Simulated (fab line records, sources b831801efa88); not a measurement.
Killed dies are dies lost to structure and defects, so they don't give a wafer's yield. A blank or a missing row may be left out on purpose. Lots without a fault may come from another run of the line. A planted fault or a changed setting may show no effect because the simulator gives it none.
Which tool did it? | flow sky130 | 12 lots, 36 wafers sampled, at 5 steps of a route of 708

WHAT THE GAUGES READ, wafer by wafer
SKY_VIA3_RS_MEAS_22: measures by four-point-probe.
lot  | measured     | on            | VIA3_W_RS (ohm/sq)
L418 | day 39 23:05 | film_metro-02 | 0.2935 0.2894 0.2915
L421 | day 41 08:49 | film_metro-01 | 0.2973 0.2942 0.2975
L425 | day 42 12:11 | film_metro-02 | 0.2909 0.2894 0.2923
L426 | day 42 14:16 | film_metro-01 | 0.2935 0.2952 0.2904
L424 | day 42 16:07 | film_metro-01 | 0.2959 0.2922 0.2948
L427 | day 42 16:30 | film_metro-02 | 0.2957 0.2908 0.2927
L428 | day 43 00:31 | film_metro-02 | 0.2896 0.2953 0.2888
L429 | day 43 12:12 | film_metro-01 | 57.955 57.549 57.969 58.028 57.486 57.986
L430 | day 43 16:04 | film_metro-04 | 59.718 59.038 59.544 59.860 59.108 59.567
L431 | day 43 19:11 | film_metro-02 | 58.790 58.258 58.208 58.585 58.308 58.155
L439 | day 45 18:16 | film_metro-01 | 0.2972 0.2972 0.2996
L440 | day 45 19:28 | film_metro-04 | 0.2965 0.2929 0.2937

WHICH TOOL RAN EACH LOT (tool, then ch and the chambers of the sampled wafers, then the start)
lot  | SKY_METAL3_SPUTTER_03        | SKY_METAL3_ETCH_16                | SKY_VIA3_SPUTTER_20          | SKY_VIA3_CVD_21
L418 | pvd_sputter-03, day 36 15:09 | rie_metal-04 ch 0,1, day 38 20:13 | pvd_sputter-02, day 39 22:50 | cvd_w-01 ch 1, day 39 22:57
L421 | pvd_sputter-03, day 38 04:52 | rie_metal-03 ch 0,1, day 40 08:02 | pvd_sputter-02, day 41 08:33 | cvd_w-01 ch 0,1, day 41 08:39
L425 | pvd_sputter-02, day 39 10:38 | rie_metal-03 ch 1, day 41 09:25   | pvd_sputter-04, day 42 12:01 | cvd_w-02 ch 1, day 42 12:04
L426 | pvd_sputter-04, day 39 12:47 | rie_metal-04 ch 0,1, day 41 11:39 | pvd_sputter-01, day 42 14:04 | cvd_w-02 ch 0,1, day 42 14:08
L424 | pvd_sputter-04, day 39 16:11 | rie_metal-04 ch 0,1, day 41 13:37 | pvd_sputter-02, day 42 15:56 | cvd_w-01 ch 0,1, day 42 16:00
L427 | pvd_sputter-03, day 39 17:22 | rie_metal-04 ch 1, day 41 14:02   | pvd_sputter-04, day 42 16:17 | cvd_w-02 ch 0,1, day 42 16:22
L428 | pvd_sputter-04, day 39 23:31 | rie_metal-03 ch 0,1, day 41 23:31 | pvd_sputter-04, day 43 00:19 | cvd_w-02 ch 0,1, day 43 00:23
L429 | pvd_sputter-04, day 40 11:37 | rie_metal-02 ch 0,1, day 42 10:59 | pvd_sputter-01, day 43 12:01 | cvd_w-02 ch 0,1, day 43 12:04
L430 | pvd_sputter-03, day 40 17:58 | rie_metal-04 ch 1, day 42 15:01   | pvd_sputter-04, day 43 15:52 | cvd_w-02 ch 0,1, day 43 15:56
L431 | pvd_sputter-03, day 40 21:10 | rie_metal-02 ch 0,1, day 42 17:50 | pvd_sputter-01, day 43 19:00 | cvd_w-02 ch 0,1, day 43 19:04
L439 | pvd_sputter-04, day 42 20:44 | rie_metal-03 ch 0,1, day 44 18:03 | pvd_sputter-01, day 45 18:03 | cvd_w-01 ch 0,1, day 45 18:07
L440 | pvd_sputter-02, day 42 23:08 | rie_metal-02 ch 0,1, day 44 19:39 | pvd_sputter-01, day 45 19:14 | cvd_w-02 ch 0,1, day 45 19:20
- SKY_METAL3_SPUTTER_03: material Ti, target thk 5 nm, time 3.3 s.
- SKY_METAL3_ETCH_16: etches BARC in N2/H2, stops on SiO2, time 88.2 s, target depth 60 nm.
- SKY_VIA3_SPUTTER_20: material TiN, target thk 20 nm, time 80 s.
- SKY_VIA3_CVD_21: deposits W, target thk 390 nm, time 117.31 s.

WHAT THE TOOLS THEMSELVES READ (means of the sampled wafers that have a number; where no wafer has one, the mark that the record gives instead)
SKY_METAL3_SPUTTER_03.
lot  | tool           | throttle_valve_pct (%)
L418 | pvd_sputter-03 | 30.7
L421 | pvd_sputter-03 | 30.4
L425 | pvd_sputter-02 | 30.3
L426 | pvd_sputter-04 | 29.9
L424 | pvd_sputter-04 | 30.0
L427 | pvd_sputter-03 | 30.7
L428 | pvd_sputter-04 | 30.3
L429 | pvd_sputter-04 | 30.2
L430 | pvd_sputter-03 | 31.2
L431 | pvd_sputter-03 | 30.5
L439 | pvd_sputter-04 | 30.2
L440 | pvd_sputter-02 | 30.3

SKY_METAL3_ETCH_16.
lot  | tool         | chamber_pressure_mTorr (mTorr) | drypump_motor_current_A (A) | oes_product_au (a.u.) | throttle_valve_pct (%)
L418 | rie_metal-04 | 30.020                         | 6.0                         | 0.623                 | 13.196
L421 | rie_metal-03 | 29.982                         | 5.3                         | 0.622                 | 13.216
L425 | rie_metal-03 | 30.005                         | 5.1                         | 0.623                 | 13.209
L426 | rie_metal-04 | 30.013                         | 6.2                         | 0.627                 | 13.206
L424 | rie_metal-04 | 30.011                         | 6.2                         | 0.628                 | 13.201
L427 | rie_metal-04 | 29.984                         | 6.5                         | 0.624                 | 13.203
L428 | rie_metal-03 | 30.001                         | 5.6                         | 0.627                 | 13.204
L429 | rie_metal-02 | 30.011                         | 5.6                         | 0.624                 | 13.208
L430 | rie_metal-04 | 29.997                         | 6.5                         | 0.628                 | 13.204
L431 | rie_metal-02 | 29.999                         | 5.6                         | 0.630                 | 13.205
L439 | rie_metal-03 | 29.995                         | 5.6                         | 0.621                 | 13.207
L440 | rie_metal-02 | 30.015                         | 5.9                         | 0.624                 | 13.217

SKY_VIA3_SPUTTER_20.
lot  | tool           | throttle_valve_pct (%)
L418 | pvd_sputter-02 | 30.0
L421 | pvd_sputter-02 | 29.7
L425 | pvd_sputter-04 | 29.8
L426 | pvd_sputter-01 | 29.5
L424 | pvd_sputter-02 | 29.9
L427 | pvd_sputter-04 | 30.1
L428 | pvd_sputter-04 | 30.0
L429 | pvd_sputter-01 | 31.0
L430 | pvd_sputter-04 | 30.4
L431 | pvd_sputter-01 | 30.0
L439 | pvd_sputter-01 | 29.8
L440 | pvd_sputter-01 | 29.6

SKY_VIA3_CVD_21.
lot  | tool     | chamber_pressure_Torr (Torr) | heater_power_outer_w (W) | heater_power_w (W)
L418 | cvd_w-01 | 40.05                        | 622                      | 1084
L421 | cvd_w-01 | 39.98                        | 554                      | 946
L425 | cvd_w-02 | 40.05                        | 451                      | 800
L426 | cvd_w-02 | 39.95                        | 461                      | 809
L424 | cvd_w-01 | 40.06                        | 563                      | 952
L427 | cvd_w-02 | 40.01                        | 476                      | 825
L428 | cvd_w-02 | 40.03                        | 463                      | 812
L429 | cvd_w-02 | -                            | -                        | -
L430 | cvd_w-02 | -                            | -                        | -
L431 | cvd_w-02 | -                            | -                        | -
L439 | cvd_w-01 | 40.03                        | 499                      | 818
L440 | cvd_w-02 | 40.07                        | 479                      | 821

THE ANSWER, worked out from the rows above alone
Rule: what is usual is taken from the lots themselves. Put in order of their means at a reading, lots are off if they are a third of the lots or fewer, leave a main group of 4 or more, and stand apart from it by a gap of 3 or more times the standard deviation of the main group's means; of several such gaps the widest counts. A main group whose means are all the same, to the digits that the tables above print for the reading, isn't used. A lot without any number at a reading at which 4 lots or more have one is off too. The other lots that the step has rows for count as sound. The gauges are gone through in route order, then the tools' own readings, and for those a lot's mean is taken as printed above. The first step at which some lot is off is used, and at that step the reading that is off furthest; a lot without a number counts as furthest.
Off: L429, L430, L431, at SKY_VIA3_RS_MEAS_22 (VIA3_W_RS). The main group: mean 0.2936 ohm/sq, standard deviation 0.0023.
A tool fits if, at a process step before that reading, it ran every lot that is off, and no sound lot after the first of them. The gauges at SKY_VIA3_RS_MEAS_22 aren't tried: what is off there is off at SKY_VIA3_CVD_21 too, on other tools, and a gauge's error can't cause that. None of those tried fits.

WHAT THE SIMULATOR HAD PUT IN
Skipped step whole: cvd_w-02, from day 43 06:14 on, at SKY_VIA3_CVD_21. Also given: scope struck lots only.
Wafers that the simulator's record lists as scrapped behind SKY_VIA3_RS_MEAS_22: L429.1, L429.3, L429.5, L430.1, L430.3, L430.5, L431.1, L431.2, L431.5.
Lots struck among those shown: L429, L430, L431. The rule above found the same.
